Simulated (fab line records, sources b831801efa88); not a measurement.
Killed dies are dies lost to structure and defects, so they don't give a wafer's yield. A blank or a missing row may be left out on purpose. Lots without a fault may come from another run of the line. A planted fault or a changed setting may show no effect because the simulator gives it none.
Which tool did it? | flow sky130 | 12 lots, 36 wafers sampled, at 5 steps of a route of 708

WHAT THE GAUGES READ, wafer by wafer
SKY_GATE_OXIDE_TW_MEAS_14.
lot  | measured     | on            | GATE_OXIDE_TW
L879 | day 13 20:20 | film_metro-03 | 227.9 227.3 227.4
L880 | day 13 22:42 | film_metro-03 | 227.2 227.8 227.3
L883 | day 14 19:00 | film_metro-04 | 227.3 226.2 225.9
L885 | day 16 01:53 | film_metro-03 | 226.7 226.7 227.7
L886 | day 16 14:57 | film_metro-02 | 226.0 226.7 226.0
L887 | day 16 19:06 | film_metro-04 | 225.9 225.6 224.9
L889 | day 17 08:24 | film_metro-04 | 224.1 223.7 223.0
L890 | day 17 17:19 | film_metro-04 | 224.3 225.2 224.6
L891 | day 18 03:37 | film_metro-03 | 227.5 226.3 227.4
L892 | day 18 14:33 | film_metro-02 | 224.0 225.9 225.4
L898 | day 20 21:19 | film_metro-04 | 323.8 322.7 323.2 322.5 322.9 320.5
L901 | day 21 11:59 | film_metro-02 | 325.8 326.8 324.6 325.9 326.5 325.5

SKY_RES_PROTECT_TW_MEAS_08.
lot  | measured     | on            | POLY_GATE_TW
L879 | day 15 03:36 | film_metro-04 | 4021 4022 4014
L880 | day 15 07:42 | film_metro-04 | 4022 4026 4037
L883 | day 16 04:28 | film_metro-04 | 4076 4058 4047
L885 | day 17 08:58 | film_metro-01 | 4045 4052 4048
L886 | day 17 22:31 | film_metro-04 | 4033 4025 4025
L887 | day 18 02:36 | film_metro-01 | 4044 4053 4035
L889 | day 18 18:36 | film_metro-03 | 4101 4108 4074
L890 | day 19 02:03 | film_metro-01 | 4048 4036 4073
L891 | day 19 12:52 | film_metro-01 | 4048 4050 4045
L892 | day 20 01:07 | film_metro-04 | 4067 4065 4079

SKY_POLY_GATE_THK_MEAS_21.
lot  | measured     | on            | POLY_GATE_OXIDATION_THK (nm)
L879 | day 16 10:38 | film_metro-02 | 4.04 4.08 4.08
L880 | day 16 15:06 | film_metro-04 | 4.05 4.08 4.00
L883 | day 17 14:29 | film_metro-02 | 4.05 3.96 4.11
L885 | day 18 21:22 | film_metro-01 | 4.02 4.05 4.02
L886 | day 19 07:32 | film_metro-04 | 4.06 4.05 4.08
L887 | day 19 16:08 | film_metro-01 | 4.04 3.96 4.05
L889 | day 20 06:20 | film_metro-04 | 3.98 4.09 4.05
L890 | day 20 16:45 | film_metro-01 | 4.01 4.00 3.97
L891 | day 20 22:50 | film_metro-04 | 4.05 4.04 4.04
L892 | day 21 15:20 | film_metro-04 | 3.99 4.05 4.07

WHICH TOOL RAN EACH LOT (tool, then ch and the chambers of the sampled wafers, then the start)
lot  | SKY_GATE_OXIDE_IMPLANT_11       | SKY_POLY_GATE_ETCH_15
L879 | implanter-02 ch 0, day 13 19:59 | rie_diel-02 ch 0,1, day 16 09:00
L880 | implanter-03 ch 0, day 13 22:20 | rie_diel-04 ch 1,2, day 16 13:18
L883 | implanter-02 ch 0, day 14 18:40 | rie_diel-02 ch 0,1,2, day 17 11:36
L885 | implanter-04 ch 0, day 16 01:34 | rie_diel-04 ch 0,1,3, day 18 19:42
L886 | implanter-02 ch 0, day 16 14:35 | rie_diel-04 ch 0,1,2, day 19 05:54
L887 | implanter-04 ch 0, day 16 18:44 | rie_diel-02 ch 0,3, day 19 10:54
L889 | implanter-03 ch 0, day 17 08:02 | rie_diel-04 ch 0,1,2, day 20 02:57
L890 | implanter-03 ch 0, day 17 16:57 | rie_diel-03 ch 0,1,2, day 20 12:09
L891 | implanter-04 ch 0, day 18 03:15 | rie_diel-03 ch 0,1,2, day 20 20:00
L892 | implanter-03 ch 0, day 18 14:13 | rie_diel-02 ch 0,2,3, day 21 12:00
L898 | implanter-04 ch 0, day 20 20:57 | -
L901 | implanter-04 ch 0, day 21 11:38 | -
- SKY_GATE_OXIDE_IMPLANT_11
- SKY_POLY_GATE_ETCH_15: etches BARC in N2/H2, stops on SiO2, time 118.5 s, target depth 110 nm.

WHAT THE TOOLS THEMSELVES READ (means of the sampled wafers that have a number; where no wafer has one, the mark that the record gives instead)
SKY_GATE_OXIDE_IMPLANT_11.
lot  | tool         | beam_on_s (s) | dose_ions_cm2 | faraday_current_uA
L879 | implanter-02 | 10.08         | 2.6026e+12    | 14.54
L880 | implanter-03 | 9.89          | 2.6008e+12    | 14.79
L883 | implanter-02 | 9.96          | 2.6024e+12    | 14.67
L885 | implanter-04 | 10.20         | 2.5988e+12    | 14.42
L886 | implanter-02 | 9.92          | 2.5997e+12    | 14.80
L887 | implanter-04 | 9.82          | 2.6019e+12    | 14.86
L889 | implanter-03 | 10.00         | 2.6021e+12    | 14.65
L890 | implanter-03 | 10.12         | 2.5959e+12    | 14.49
L891 | implanter-04 | 9.99          | 2.5975e+12    | 14.68
L892 | implanter-03 | 10.09         | 2.5992e+12    | 14.52
L898 | implanter-04 | 9.97          | 8.9092e+12    | 50.47
L901 | implanter-04 | 10.14         | 8.9033e+12    | 49.53

SKY_POLY_GATE_ETCH_15.
lot  | tool        | drypump_motor_current_A (A) | oes_product_au (a.u.) | throttle_valve_pct (%)
L879 | rie_diel-02 | 5.6                         | 0.718                 | 13.211
L880 | rie_diel-04 | 5.6                         | 0.711                 | 13.215
L883 | rie_diel-02 | 5.5                         | 0.717                 | 13.208
L885 | rie_diel-04 | 5.8                         | 0.716                 | 13.211
L886 | rie_diel-04 | 5.9                         | 0.713                 | 13.212
L887 | rie_diel-02 | 5.8                         | 0.719                 | 13.214
L889 | rie_diel-04 | 5.9                         | 0.712                 | 13.210
L890 | rie_diel-03 | 5.9                         | 0.714                 | 13.215
L891 | rie_diel-03 | 5.9                         | 0.718                 | 13.222
L892 | rie_diel-02 | 5.6                         | 0.716                 | 13.206

THE ANSWER, worked out from the rows above alone
Rule: what is usual is taken from the lots themselves. Put in order of their means at a reading, lots are off if they are a third of the lots or fewer, leave a main group of 4 or more, and stand apart from it by a gap of 3 or more times the standard deviation of the main group's means; of several such gaps the widest counts. A main group whose means are all the same, to the digits that the tables above print for the reading, isn't used. A lot without any number at a reading at which 4 lots or more have one is off too. The other lots that the step has rows for count as sound. The gauges are gone through in route order, then the tools' own readings, and for those a lot's mean is taken as printed above. The first step at which some lot is off is used, and at that step the reading that is off furthest; a lot without a number counts as furthest.
Off: L898, L901, at SKY_GATE_OXIDE_TW_MEAS_14 (GATE_OXIDE_TW). The main group: mean 226.1, standard deviation 1.2.
A tool fits if, at a process step before that reading, it ran every lot that is off, and no sound lot after the first of them. The gauges at SKY_GATE_OXIDE_TW_MEAS_14 aren't tried: what is off there is off at SKY_GATE_OXIDE_IMPLANT_11 too, on other tools, and a gauge's error can't cause that. One fits: implanter-04 at SKY_GATE_OXIDE_IMPLANT_11. Its last sound lot is L891 (day 18 03:15), its first lot that is off L898 (day 20 20:57): a fault that began between those two fits.
The tool's own readings at SKY_GATE_OXIDE_IMPLANT_11 bear it out: on the lots that are off they differ by more than 5 times the standard deviation of the sound lots' means. dose_ions_cm2 reads 8.9062e+12 there against 2.6001e+12 on the sound lots; faraday_current_uA reads 50.00 there against 14.64 on the sound lots.

WHAT THE SIMULATOR HAD PUT IN
Process parameter drift: implanter-04, from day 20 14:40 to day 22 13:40, at SKY_GATE_OXIDE_IMPLANT_11. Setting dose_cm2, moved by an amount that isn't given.
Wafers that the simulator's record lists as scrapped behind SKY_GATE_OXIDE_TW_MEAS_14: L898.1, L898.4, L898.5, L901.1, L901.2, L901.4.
Lots struck among those shown: L898, L901. The rule above found the same.
